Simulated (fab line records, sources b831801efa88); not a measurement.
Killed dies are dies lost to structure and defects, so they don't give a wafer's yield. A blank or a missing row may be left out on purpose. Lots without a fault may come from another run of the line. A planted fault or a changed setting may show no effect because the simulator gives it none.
Which tool did it? | flow sfq_line | 13 lots, 39 wafers sampled, at 1 step of a route of 325

WHAT THE GAUGES READ, wafer by wafer
The record holds no reading of a measuring or inspecting step that can be judged against a usual standard deviation.

WHICH TOOL RAN EACH LOT (tool, then ch and the chambers of the sampled wafers, then the start)
lot  | SFQ_TRILAYER_I6_VIA_BARC_OPEN_VIA_ETCH_235
L933 | rie_diel-02 ch 0,1,3, day 62 05:49
L936 | rie_diel-02 ch 1,2, day 62 10:37
L937 | rie_diel-04 ch 1,2,3, day 62 11:50
L938 | rie_diel-03 ch 2,3, day 62 13:01
L939 | rie_diel-02 ch 0,1, day 62 14:13
L940 | rie_diel-03 ch 0,1,2, day 62 15:25
L941 | rie_diel-03 ch 0,1, day 65 05:02
L942 | rie_diel-04 ch 1,2,3, day 70 03:20
L943 | rie_diel-03 ch 1,3, day 70 05:44
L950 | rie_diel-04 ch 1,2,3, day 74 17:55
L953 | rie_diel-04 ch 0,1,2, day 75 17:40
L955 | rie_diel-03 ch 2,3, day 80 02:27
L956 | rie_diel-04 ch 1,2,3, day 80 03:39
- SFQ_TRILAYER_I6_VIA_BARC_OPEN_VIA_ETCH_235: etches BARC in O2, target depth 125 nm, time 41.7 s.

WHAT THE TOOLS THEMSELVES READ (means of the sampled wafers that have a number; where no wafer has one, the mark that the record gives instead)
SFQ_TRILAYER_I6_VIA_BARC_OPEN_VIA_ETCH_235.
lot  | tool        | drypump_motor_current_A (A) | oes_product_au (a.u.) | run_length_s (s)
L933 | rie_diel-02 | 5.5                         | 0.687                 | 69.9
L936 | rie_diel-02 | 5.4                         | 0.686                 | 69.8
L937 | rie_diel-04 | 6.0                         | 0.688                 | 69.6
L938 | rie_diel-03 | 6.1                         | 0.682                 | 70.1
L939 | rie_diel-02 | 5.1                         | 0.687                 | 70.0
L940 | rie_diel-03 | 5.6                         | 0.682                 | 70.1
L941 | rie_diel-03 | 5.3                         | 0.686                 | 69.8
L942 | rie_diel-04 | 6.0                         | 0.683                 | 70.1
L943 | rie_diel-03 | 6.0                         | 0.683                 | 69.6
L950 | rie_diel-04 | 6.0                         | 0.684                 | 69.8
L953 | rie_diel-04 | 6.0                         | 0.675                 | 71.0
L955 | rie_diel-03 | 6.2                         | 0.683                 | 70.2
L956 | rie_diel-04 | 6.0                         | 0.688                 | 69.8

THE ANSWER, worked out from the rows above alone
Rule: what is usual is taken from the lots themselves. Put in order of their means at a reading, lots are off if they are a third of the lots or fewer, leave a main group of 4 or more, and stand apart from it by a gap of 3 or more times the standard deviation of the main group's means; of several such gaps the widest counts. A main group whose means are all the same, to the digits that the tables above print for the reading, isn't used. A lot without any number at a reading at which 4 lots or more have one is off too. The other lots that the step has rows for count as sound. The gauges are gone through in route order, then the tools' own readings, and for those a lot's mean is taken as printed above. The first step at which some lot is off is used, and at that step the reading that is off furthest; a lot without a number counts as furthest.
Off: L953, at SFQ_TRILAYER_I6_VIA_BARC_OPEN_VIA_ETCH_235 (run_length_s). The main group: mean 69.9 s, standard deviation 0.19.
A tool fits if, at that step or a process step before it, it ran every lot that is off, and no sound lot after the first of them. None of those tried fits.

WHAT THE SIMULATOR HAD PUT IN
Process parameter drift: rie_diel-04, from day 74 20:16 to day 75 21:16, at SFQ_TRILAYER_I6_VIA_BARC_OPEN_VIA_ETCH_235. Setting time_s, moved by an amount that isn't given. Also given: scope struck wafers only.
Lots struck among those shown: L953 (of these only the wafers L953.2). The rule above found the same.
